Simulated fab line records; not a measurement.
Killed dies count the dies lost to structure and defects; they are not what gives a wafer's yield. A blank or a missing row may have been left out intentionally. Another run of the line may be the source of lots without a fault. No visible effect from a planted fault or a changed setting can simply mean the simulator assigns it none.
Comparing a struck lot with a sound one -- flow sfq_line -- 19 steps out of a route of 325
Sound: the wafers L862.1, L862.4, L862.6. Wafers L854.1, L854.2, L854.3 were the ones struck. The cause comes at the end.
At each step with rows: each side's tool, then ch and its chambers, then its first start. Under that, the readings that differ: sound wafers -- struck wafers -- difference of the means -- sigmas: that difference in standard deviations of wafers without a fault.
alike: words and numbers the same on both sides, and readings whose means are apart by under 2 such deviations; not compared: readings that were withheld, readings missing a value for some wafer, numbers with overlapping values and no deviation given by the record, and bounds like >300 which may hide the same value.
A row with sigmas, a row that says differs or no value, or rows on one side alone: a step with any of these is where the two part. Numbers that have no deviation but don't overlap get no sigmas and don't part them. A reading missing from all wafers of one side parts the sides only when that side holds two or more wafers.

SFQ_M7_OVL_MEAS_945:
  sound on overlay-02, day 78 14:59; struck on overlay-02, day 73 13:44
  alike: M7_OVL
then, 1 step without rows for these wafers: SFQ_TRILAYER_M7_BARC_OPEN_METAL_ETCH_229 (etches BARC in O2, target depth 125 nm, time 41.7 s).
SFQ_TRILAYER_M7_ETCH_METAL_ETCH_180: etches Nb in Cl2/Ar, stops on SiO2, target depth 240 nm, time 120 s.
  sound on rie_metal-02 ch 0,1, day 78 15:05; struck on rie_metal-04 ch 0,1, day 73 13:50
  alike: drypump_motor_current_A, oes_product_au
  not compared: rf_hours_counter_h
SFQ_TRILAYER_M7_STRIP_STRIP_181: strips in O2.
  sound on rie_metal-02 ch 0,1, day 78 15:12; struck on rie_metal-04 ch 0,1, day 73 13:58
  alike: drypump_motor_current_A, oes_product_au
  not compared: rf_hours_counter_h
then, 1 step without rows for these wafers: SFQ_TRILAYER_M7_STRIP_SOLV_CLEAN_182 (cleans in NMP, time 600 s).
SFQ_TRILAYER_I7_DEP_PECVD_183: deposits SiO2 from SiH4/N2O, time 111.11 s, target thk 500 nm.
  sound on pecvd-04 ch 0,1,2, day 78 15:59; struck on pecvd-03 ch 0,1,2, day 73 14:44
  alike: heater_power_w, susceptor_temp_C, throttle_valve_pct
SFQ_TRILAYER_I7_CMP_CMP_184: polishes SiO2.
  sound on cmp-01 ch 0,2, day 78 16:04; struck on cmp-02 ch 1,2,3, day 73 15:25
  alike: motor_current_A, time_to_endpoint_s
SFQ_I7_BOW_MEAS_946:
  sound on film_metro-01, day 78 19:04; struck on film_metro-01, day 73 17:55
reading,sound,struck,difference,sigmas
I7_BOW (um),32 18 24,-1 6 9,-20,-2
SFQ_TRILAYER_I7_METRO_MEASURE_185:
  sound on film_metro-01, day 78 19:11; struck on film_metro-01, day 73 18:02
  alike: thk_nm
then, 3 steps without rows for these wafers: SFQ_TRILAYER_I7_VIA_LITHO_COAT_192 (resist thk 62 nm); SFQ_TRILAYER_I7_VIA_LITHO_COAT_187 (resist thk 650 nm); SFQ_TRILAYER_I7_VIA_LITHO_SOFTBAKE_191.
SFQ_TRILAYER_I7_VIA_LITHO_EXPOSE_188: exposes mask I7, target cd 1000 nm.
  sound on krf_scanner-01 ch 0, day 78 21:15; struck on krf_scanner-02 ch 0, day 74 00:14
  alike: mask
then, 2 steps without rows for these wafers: SFQ_TRILAYER_I7_VIA_LITHO_PEB_190 (peb time 60 s); SFQ_TRILAYER_I7_VIA_LITHO_DEVELOP_189 (time 60 s).
SFQ_I7_OVL_MEAS_947:
  sound on overlay-01, day 78 22:45; struck on overlay-02, day 74 01:44
  alike: I7_OVL
SFQ_TRILAYER_I7_VIA_BARC_OPEN_VIA_ETCH_260: etches BARC in O2, target depth 125 nm, time 41.7 s.
  sound on rie_diel-04 ch 0,1, day 78 22:47; struck on rie_diel-04 ch 0,1,3, day 74 01:46
reading,sound,struck,difference,sigmas
model.I7.cd_nm (nm),1003 1001 1002,1028 1007 1027,+19,
  alike: drypump_motor_current_A, oes_product_au
  not compared: rf_hours_counter_h
SFQ_TRILAYER_I7_VIA_ETCH_VIA_ETCH_190: etches SiO2 in CHF3, stops on Nb, target depth 260 nm.
  sound on rie_diel-04 ch 0,1, day 78 22:50; struck on rie_diel-04 ch 0,1,3, day 74 01:49
reading,sound,struck,difference,sigmas
model.I7.cd_nm (nm),1002 999.7 1001,1029 1008 1026,+20,
  alike: drypump_motor_current_A, oes_product_au
then, 1 step without rows for these wafers: SFQ_TRILAYER_I7_VIA_STRIP_STRIP_191 (strips in O2).

== WHERE THEY PART ==
SFQ_I7_BOW_MEAS_946 only, going by this record. Later steps at which nothing parts them and some readings are alike: SFQ_TRILAYER_I7_METRO_MEASURE_185, SFQ_TRILAYER_I7_VIA_LITHO_EXPOSE_188, SFQ_I7_OVL_MEAS_947, SFQ_TRILAYER_I7_VIA_BARC_OPEN_VIA_ETCH_260, SFQ_TRILAYER_I7_VIA_ETCH_VIA_ETCH_190.

WHY: what had been put in by the simulator
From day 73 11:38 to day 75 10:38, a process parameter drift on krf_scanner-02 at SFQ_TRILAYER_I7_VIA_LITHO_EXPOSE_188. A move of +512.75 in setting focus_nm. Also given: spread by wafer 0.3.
